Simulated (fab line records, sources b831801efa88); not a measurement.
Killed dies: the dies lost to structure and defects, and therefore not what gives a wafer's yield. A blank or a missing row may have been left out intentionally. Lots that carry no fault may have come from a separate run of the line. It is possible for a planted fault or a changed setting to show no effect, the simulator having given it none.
A lot that was struck, set against a sound lot || flow sky130 || 16 out of 708 route steps
Sound: the wafers L706.1, L706.5, L706.6. The struck wafers were L722.2, L722.3, L722.6. At the end, the cause is stated.
At each step with rows: each side's tool, then ch and its chambers, then its first start. Under that, the readings that differ: sound wafers || struck wafers || difference of the means || sigmas: that difference in standard deviations of wafers without a fault.
alike: same words and numbers on both sides, and readings whose means sit less than 2 such deviations apart. not compared: any withheld reading, any reading some wafer has no value for, any bound like >300 that may hide the same value, and any number with overlapping values for which the record gives no deviation.
A row with sigmas, a row that says differs or no value, or rows on one side alone: a step with any of these is where the two part. Numbers that don't overlap but have no deviation are shown without sigmas and don't part them. A reading that every wafer of one side lacks parts them only if that side has two wafers or more.

SKY_CAPM_THK_MEAS_01:
  sound on filmMetro-04, day 36 07:40; struck on filmMetro-02, day 41 04:40
  alike: CAPM_CVD_00_THK
SKY_CAPM_SPUTTER_02: material TiN, target thk 200 nm, time 166.7 s.
  sound on pvdSputter-04, day 36 07:44; struck on pvdSputter-04, day 41 04:43
  alike: throttleValvePct
SKY_CAPM_RS_MEAS_03: a four-point-probe measurement.
  sound on filmMetro-01, day 36 07:50; struck on filmMetro-01, day 41 04:51
  alike: CAPM_TIN_RS
SKY_CAPM_THK_MEAS_04: measures by xrf.
  sound on filmMetro-01, day 36 07:57; struck on filmMetro-01, day 41 04:58
  alike: CAPM_TIN_THK
then, 7 steps without rows for these wafers: SKY_CAPM_DEHYDRATE_05 (time 60 s); SKY_CAPM_HMDS_06 (prime time 60 s); SKY_CAPM_COAT_07 (resist thk 1140 nm); SKY_CAPM_SOFTBAKE_08 (time 60 s); SKY_CAPM_EXPOSE_09 (exposes mask CAPM, target cd 1000 nm); SKY_CAPM_PEB_10; SKY_CAPM_DEVELOP_11 (develop time 60 s).
SKY_CAPM_OVL_MEAS_12:
  sound on overlay-01, day 37 10:04; struck on overlay-02, day 42 04:28
{"reading": "CAPM_OVL (nm)", "sound": "-1.9 -0.7 -1.8", "struck": "3.0 0.6 1.8", "difference": "+3.3", "sigmas": "+2"}
SKY_CAPM_METAL_ETCH_13: etches TiN in Cl2/BCl3, stops on SiO2, target depth 220 nm, time 62.9 s.
  sound on rieMetal-03 ch 0,1, day 37 10:06; struck on rieMetal-03 ch 0, day 42 04:30
  no value came back on the struck wafers for any of 5 readings (bcl3FlowSccm (sccm), biasW (W) and others); on the sound wafers bcl3FlowSccm (sccm) reads 30.17 29.94 30.06
{"reading": "model.NOVOLAK_of_CAPM_COAT_07.thkNm (nm)", "sound": "993.7 989.9 989.5", "struck": "1136 1140 1135", "difference": "+146", "sigmas": ""}
  not compared: rfHoursCounterH
SKY_CAPM_STRIP_14: strips in O2/N2.
  sound on plasmaAsher-02 ch 0,1, day 37 10:11; struck on plasmaAsher-04 ch 0,1, day 42 04:35
{"reading": "stripTimeToEndpointS (s)", "sound": "12.67 12.62 12.62", "struck": "14.13 14.19 14.12", "difference": "+1.51", "sigmas": "+35"}
  alike: drypumpMotorCurrentA, oesProductAu
  not compared: rfHoursCounterH
then, 1 step without rows for these wafers: SKY_CAPM_STRIP_15 (strips in post etch residue remover, time 1200 s).
-- the record jumps here: 7 days lie between the struck wafers' starts before and after (it left off in module CAPM and takes up again in module PAD_OPEN, whose first step shown is number 708 of the route) --
SKY_PAD_OPEN_PROBE_99:
  sound on prober-01, day 45 16:23; struck on prober-01, day 49 14:05
{"reading": "hold", "sound": "- - -", "struck": "awaitDispo/4.2h/scrap awaitDispo/4.2h/scrap awaitDispo/4.2h/scrap", "difference": "no value on the sound wafers", "sigmas": ""}
{"reading": "killedAtOther", "sound": "0 0 1", "struck": "416 403 419", "difference": "+412", "sigmas": "+99 or more"}
{"reading": "killedDies", "sound": "89 83 87", "struck": "492 492 492", "difference": "+406", "sigmas": "+43"}
{"reading": "killedOnRim", "sound": "15 14 18", "struck": "96 96 96", "difference": "+80", "sigmas": "+24"}
  alike: killed_at_M0_to_M3, killed_at_M4_up, killedAtContacts, killedAtFrontEnd, killedOpen, killedShort

WHERE THEY PART
At SKY_CAPM_OVL_MEAS_12 first; at SKY_PAD_OPEN_PROBE_99 last (within this record only).

WHY: what the simulator had put in
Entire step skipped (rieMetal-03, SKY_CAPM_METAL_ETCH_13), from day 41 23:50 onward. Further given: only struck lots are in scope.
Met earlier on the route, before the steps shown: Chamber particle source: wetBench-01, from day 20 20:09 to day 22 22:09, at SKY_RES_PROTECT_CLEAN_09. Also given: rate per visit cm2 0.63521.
